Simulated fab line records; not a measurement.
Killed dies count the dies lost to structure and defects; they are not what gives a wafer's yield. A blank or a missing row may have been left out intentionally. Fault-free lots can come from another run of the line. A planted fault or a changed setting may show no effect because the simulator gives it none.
A struck lot beside a sound one + flow sky130 + 17 steps out of a route of 708
Sound: the wafers L662.3, L662.5, L662.6. Wafers struck: L667.3, L667.5, L667.6. Last of all comes the cause.
At each step with rows: each side's tool, then ch and its chambers, then its first start. Under that, the readings that differ: sound wafers + struck wafers + difference of the means + sigmas: that difference in standard deviations of wafers without a fault.
alike: same words and numbers on both sides, and readings whose means sit less than 2 such deviations apart. not compared: any withheld reading, any reading some wafer has no value for, any bound like >300 that may hide the same value, and any number with overlapping values for which the record gives no deviation.
A row with sigmas, a row that says differs or no value, or rows on one side alone: a step with any of these is where the two part. Numbers that don't overlap but have no deviation are shown without sigmas and don't part them. Lack of a reading on every wafer of one side parts them only where that side has two or more wafers.

first, 1 step without rows for these wafers: SKY_VT_ADJUST_LVTN_IMPLANT_19.
SKY_VT_ADJUST_LVTN_STRIP_20: strips in O2/N2.
  sound on plasmaAsher-03 ch 0,1, day 8 14:58; struck on plasmaAsher-02 ch 0,1, day 10 00:25
| reading                  | sound             | struck            | difference | sigmas |
|--------------------------|-------------------|-------------------|------------|--------|
| stripTimeToEndpointS (s) | 14.25 14.24 14.28 | 14.19 14.16 14.18 | -0.08      | -2     |
  alike: chamberPressureMTorr, drypumpMotorCurrentA, oesProductAu
  not compared: rfHoursCounterH
SKY_VT_ADJUST_LVTN_TW_MEAS_21:
  sound on filmMetro-01 at day 8 15:02; struck on filmMetro-01 at day 10 00:30
  alike: VT_ADJUST_LVTN_2_TW
SKY_VT_ADJUST_NCORE_DEHYDRATE_00: time 62.13 s.
  sound on lithoTrack-02 ch 0, day 9 01:04; struck on lithoTrack-01 ch 0, day 10 10:50
  alike: chillPlateTempC, heaterPowerTotalW, plateSensorTCentreC, plateSensorTEdgeC
then, 6 steps without rows for these wafers: SKY_VT_ADJUST_NCORE_HMDS_01 (prime time 60 s); SKY_VT_ADJUST_NCORE_COAT_02 (resist thk 1140 nm); SKY_VT_ADJUST_NCORE_SOFTBAKE_03 (time 60 s); SKY_VT_ADJUST_NCORE_EXPOSE_04 (exposes mask LVTN COMPLEMENT THIN, target cd 380 nm); SKY_VT_ADJUST_NCORE_PEB_05; SKY_VT_ADJUST_NCORE_DEVELOP_06 (develop time 60 s).
SKY_VT_ADJUST_NCORE_CD_MEAS_07 targets a cd of 380 nm.
  sound on cdSem-01 at day 9 12:11; struck on cdSem-01 at day 10 22:43
| reading   | sound             | struck            | difference | sigmas |
|-----------|-------------------|-------------------|------------|--------|
| cdNm (nm) | 379.3 377.3 375.7 | 381.8 382.7 384.2 | +5.5       | +2     |
SKY_VT_ADJUST_NCORE_OVL_MEAS_08:
  sound on overlay-01 at day 9 12:16; struck on overlay-01 at day 10 22:49
  alike: VT_ADJUST_NCORE_OVL
SKY_VT_ADJUST_NCORE_IMPLANT_09:
  sound on implanter-02 ch 0, day 9 12:21; struck on implanter-02 ch 0, day 10 22:53
| reading          | sound                            | struck                           | difference  | sigmas |
|------------------|----------------------------------|----------------------------------|-------------|--------|
| doseIonsCm2      | 2.4023e+12 2.4068e+12 2.3978e+12 | 2.1706e+12 2.1685e+12 2.1692e+12 | -2.3287e+11 | -90    |
| faradayCurrentUA | 13.25 13.79 13.33                | 12.43 12.22 12.24                | -1.16       | -4     |
SKY_VT_ADJUST_NCORE_STRIP_10: strips in O2/N2.
  sound on plasmaAsher-01 ch 0,1, day 9 12:29; struck on plasmaAsher-04 ch 0,1, day 10 23:01
| reading                  | sound             | struck            | difference | sigmas |
|--------------------------|-------------------|-------------------|------------|--------|
| drypumpMotorCurrentA (A) | 4.8 5.2 4.8       | 6.6 6.6 5.9       | +1.4       | +2     |
| stripTimeToEndpointS (s) | 14.16 14.21 14.20 | 14.08 14.09 14.06 | -0.11      | -3     |
  alike: chamberPressureMTorr, oesProductAu
  not compared: rfHoursCounterH
SKY_VT_ADJUST_NCORE_TW_MEAS_11:
  sound on filmMetro-03 at day 9 12:34; struck on filmMetro-02 at day 10 23:06
| reading            | sound             | struck            | difference | sigmas |
|--------------------|-------------------|-------------------|------------|--------|
| VT_ADJUST_NCORE_TW | 217.2 217.4 217.4 | 209.8 210.1 208.6 | -7.8       | -5     |
then, 1 step without rows for these wafers: SKY_VT_ADJUST_HVTR_DEHYDRATE_00 (time 60 s).
-- here the record skips 37 days between the struck wafers' starts before and after, leaving off in module VT_ADJUST_HVTR and picking up in module PAD_OPEN (first step shown: number 708 of the route) --
SKY_PAD_OPEN_PROBE_99:
  sound on prober-02 at day 46 17:26; struck on prober-01 at day 48 02:07
| reading                               | sound                         | struck                        | difference | sigmas |
|---------------------------------------|-------------------------------|-------------------------------|------------|--------|
| model.etest.nfet_16v.rOnOhmUm         | 1.382e+04 1.406e+04 1.387e+04 | 1.362e+04 1.358e+04 1.357e+04 | -3.267e+02 |        |
| model.etest.resPwellUnderGate.rsOhmSq | 2251 2254 2250                | 2303 2287 2302                | +46        |        |
| model.etest.pfetG5v0d10v5.offLog10AUm | -12.82 -12.76 -12.59          | -13.23 -13.29 -13.48          | -0.61      |        |
| model.etest.pfetG5v0d10v5.vtSatV (V)  | -0.6563 -0.6539 -0.6498       | -0.7084 -0.7149 -0.7555       | -0.0729    |        |
| model.etest.pfet_16v.vtV (V)          | -1.12 -1.119 -1.119           | -1.192 -1.185 -1.196          | -0.072     |        |
| model.etest.pfetG5v0d10v5.vtV (V)     | -0.8369 -0.8388 -0.8429       | -0.872 -0.8788 -0.9171        | -0.050     |        |
| model.etest.pfetG5v0d10v5.vtLongV (V) | -0.9458 -0.9465 -0.9471       | -1.013 -1.006 -1.015          | -0.065     |        |
  alike: killed_at_M0_to_M3, killed_at_M4_up, killedAtContacts, killedAtFrontEnd, killedAtOther, killedDies, killedOpen, killedShort
  not compared: model.etest.pfet_16v.driveUaUm

== WHERE THEY PART ==
First at SKY_VT_ADJUST_LVTN_STRIP_20; last, within this record, at SKY_VT_ADJUST_NCORE_TW_MEAS_11. Later steps at which nothing parts them and some readings are alike: SKY_PAD_OPEN_PROBE_99.

WHY: what the simulator had put in
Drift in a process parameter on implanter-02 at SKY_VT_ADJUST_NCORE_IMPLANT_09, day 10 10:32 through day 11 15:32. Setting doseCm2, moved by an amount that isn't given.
